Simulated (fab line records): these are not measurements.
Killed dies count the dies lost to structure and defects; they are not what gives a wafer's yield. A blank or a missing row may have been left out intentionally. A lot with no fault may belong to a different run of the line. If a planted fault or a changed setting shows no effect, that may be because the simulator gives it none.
The tool behind it: which one? ; flow sky130 ; 39 wafers from 13 lots sampled at 5 of the route's 708 steps

== WHAT EACH GAUGE READ, for each wafer ==
SKY_FIELD_ISO_THK_MEAS_02. Usual: FIELD_ISO_OXIDATION_00_THK typically reads 12.03 nm, with standard deviation 0.22.
lot;measured;on;FIELD_ISO_OXIDATION_00_THK (nm);flag
L704;day 1 22:43;film-metro-02;12.22 11.74 12.04;
L705;day 1 22:43;film-metro-04;12.17 12.20 12.25;
L706;day 2 03:25;film-metro-04;12.24 12.21 12.21;
L708;day 2 12:38;film-metro-04;12.22 12.14 12.11;
L709;day 2 18:40;film-metro-03;12.07 12.10 12.28;
L710;day 2 23:30;film-metro-02;11.96 12.03 12.17;
L711;day 3 04:20;film-metro-03;12.10 12.20 12.22;
L714;day 3 19:52;film-metro-02;12.09 12.00 12.00;
L719;day 4 19:38;film-metro-02;11.79 11.88 11.89;
L720;day 5 01:14;film-metro-04;11.84 11.96 11.86;
L723;day 5 16:29;film-metro-04;11.78 11.95 11.86;
L724;day 5 20:38;film-metro-04;11.59 11.64 11.75;
L725;day 6 02:06;film-metro-02;11.63 11.84 11.63;

SKY_DNWELL_TW_MEAS_09. Usual: DNWELL_TW typically reads 1113, with standard deviation 9.9.
lot;measured;on;DNWELL_TW;flag
L704;day 3 17:19;film-metro-02;1129 1121 1127;
L705;day 3 15:43;film-metro-01;1098 1097 1105;
L706;day 3 22:40;film-metro-04;1114 1112 1121;
L708;day 4 08:01;film-metro-01;1110 1103 1102;
L709;day 4 14:23;film-metro-01;1106 1107 1108;
L710;day 4 22:22;film-metro-04;1112 1116 1123;
L711;day 5 01:14;film-metro-01;1100 1103 1101;
L714;day 5 20:01;film-metro-02;1134 1125 1132;
L719;day 6 21:41;film-metro-04;512 1110 514;OFF
L720;day 7 02:23;film-metro-01;510 1113 516;OFF
L723;day 7 18:53;film-metro-04;1118 1116 1120;
L724;day 8 03:14;film-metro-01;1102 1099 1102;
L725;day 8 08:11;film-metro-01;1105 1102 1101;

SKY_VT_ADJUST_HVTP_CD_MEAS_07 targets a cd of 380 nm. Usual: cd-nm at 380.2 nm, with a standard deviation of 2.4.
lot;measured;on;cd-nm (nm);flag
L704;day 6 20:01;cd-sem-01;382.3 383.8 379.7;
L705;day 6 17:52;cd-sem-01;378.5 378.1 378.8;
L706;day 7 03:08;cd-sem-01;384.6 383.1 383.3;
L708;day 7 14:13;cd-sem-02;378.3 378.4 378.8;
L709;day 7 19:22;cd-sem-02;380.2 379.4 378.9;
L710;day 8 05:17;cd-sem-02;382.5 381.9 378.1;
L711;day 8 07:20;cd-sem-02;383.4 379.2 382.8;
L714;day 9 06:01;cd-sem-02;381.0 381.0 381.0;
L719;day 10 12:37;cd-sem-01;377.7 378.1 375.9;
L720;day 10 16:55;cd-sem-02;379.8 379.2 381.3;
L723;day 11 13:22;cd-sem-02;376.4 379.2 378.2;
L724;day 11 23:04;cd-sem-02;378.6 377.7 377.9;
L725;day 12 03:01;cd-sem-02;384.8 382.4 381.6;

== EACH LOT AND THE TOOL THAT RAN IT (in order: tool; ch and the chambers of the sampled wafers; start) ==
lot;SKY_DNWELL_DEVELOP_06;SKY_PWDE_STRIP_09
L704;litho-track-02 ch 0, day 3 16:00;plasma-asher-04 ch 0,1, day 4 10:12
L705;litho-track-04 ch 0, day 3 15:00;plasma-asher-03 ch 0,1, day 4 08:17
L706;litho-track-03 ch 0, day 3 22:00;plasma-asher-02 ch 0,1, day 4 16:08
L708;litho-track-02 ch 0, day 4 07:00;plasma-asher-04 ch 0,1, day 5 02:26
L709;litho-track-03 ch 0, day 4 13:00;plasma-asher-04 ch 0,1, day 5 08:31
L710;litho-track-04 ch 0, day 4 21:00;plasma-asher-03 ch 0,1, day 5 17:03
L711;litho-track-03 ch 0, day 5 00:00;plasma-asher-04 ch 0,1, day 5 19:33
L714;litho-track-03 ch 0, day 5 19:00;plasma-asher-03 ch 0,1, day 6 15:41
L719;litho-track-03 ch 0, day 6 21:00;plasma-asher-04 ch 0,1, day 7 18:10
L720;litho-track-03 ch 0, day 7 01:00;plasma-asher-04 ch 0,1, day 7 22:16
L723;litho-track-04 ch 0, day 7 18:00;plasma-asher-04 ch 0,1, day 8 16:08
L724;litho-track-04 ch 0, day 8 02:00;plasma-asher-04 ch 0,1, day 9 00:35
L725;litho-track-02 ch 0, day 8 07:00;plasma-asher-03 ch 0,1, day 9 06:05
- SKY_DNWELL_DEVELOP_06: develop time 60 s.
- SKY_PWDE_STRIP_09: strips in O2/N2.

== WHAT THE TOOLS THEMSELVES READ (means of the sampled wafers that have a number; where no wafer has one, the mark that the record gives instead) ==
SKY_PWDE_STRIP_09. Usual: chamber-pressure-mTorr 1499.9 mTorr, standard deviation 1.5; drypump-motor-current-A 5.7 A, standard deviation 0.41; oes-product-au 0.723 a.u., standard deviation 0.0047; strip-time-to-endpoint-s 36.87 s, standard deviation 0.12.
lot;tool;chamber-pressure-mTorr (mTorr);drypump-motor-current-A (A);oes-product-au (a.u.);strip-time-to-endpoint-s (s);flag
L704;plasma-asher-04;1499.8;5.5;0.722;36.89;
L705;plasma-asher-03;1500.7;5.3;0.717;36.97;
L706;plasma-asher-02;1499.8;6.1;0.721;36.78;
L708;plasma-asher-04;1500.2;5.5;0.723;36.98;
L709;plasma-asher-04;1500.2;5.9;0.721;36.90;
L710;plasma-asher-03;1499.7;5.3;0.722;36.74;
L711;plasma-asher-04;1499.3;5.8;0.724;36.84;
L714;plasma-asher-03;1500.4;5.4;0.722;36.96;
L719;plasma-asher-04;1500.1;5.6;0.724;37.10;
L720;plasma-asher-04;1498.7;5.8;0.723;36.84;
L723;plasma-asher-04;1501.2;5.6;0.724;36.68;
L724;plasma-asher-04;1500.6;5.5;0.725;36.80;
L725;plasma-asher-03;1500.4;5.3;0.720;36.96;

== THE ANSWER, worked out from the rows above alone ==
Rule: a lot is off if the mean of its wafers that have a number lies more than 3 standard deviations from the usual mean. A lot without any number at a reading at which 4 lots or more have one is off too. Where the step has rows for the other lots, those lots are counted as sound. First the gauges in route order, then the tools' own readings, where a lot's mean is used as printed above. The first step at which some lot is off is used, and at that step the reading that is off furthest; a lot without a number counts as furthest.
Off: at SKY_DNWELL_TW_MEAS_09 (DNWELL_TW), L719, L720.
A tool fits if, at a process step before that reading, it ran every lot that is off, and no sound lot after the first of them. Those tools and the gauges at SKY_DNWELL_TW_MEAS_09 are tried in the same way. One candidate fits, namely litho-track-03 at SKY_DNWELL_DEVELOP_06. A fault onset in the window from L714 (day 5 19:00, its last sound lot) to L719 (day 6 21:00, its first lot off) fits.

== WHAT HAD BEEN PUT IN BY THE SIMULATOR ==
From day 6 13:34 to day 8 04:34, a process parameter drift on litho-track-03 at SKY_DNWELL_DEVELOP_06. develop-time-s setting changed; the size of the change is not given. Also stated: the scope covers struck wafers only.
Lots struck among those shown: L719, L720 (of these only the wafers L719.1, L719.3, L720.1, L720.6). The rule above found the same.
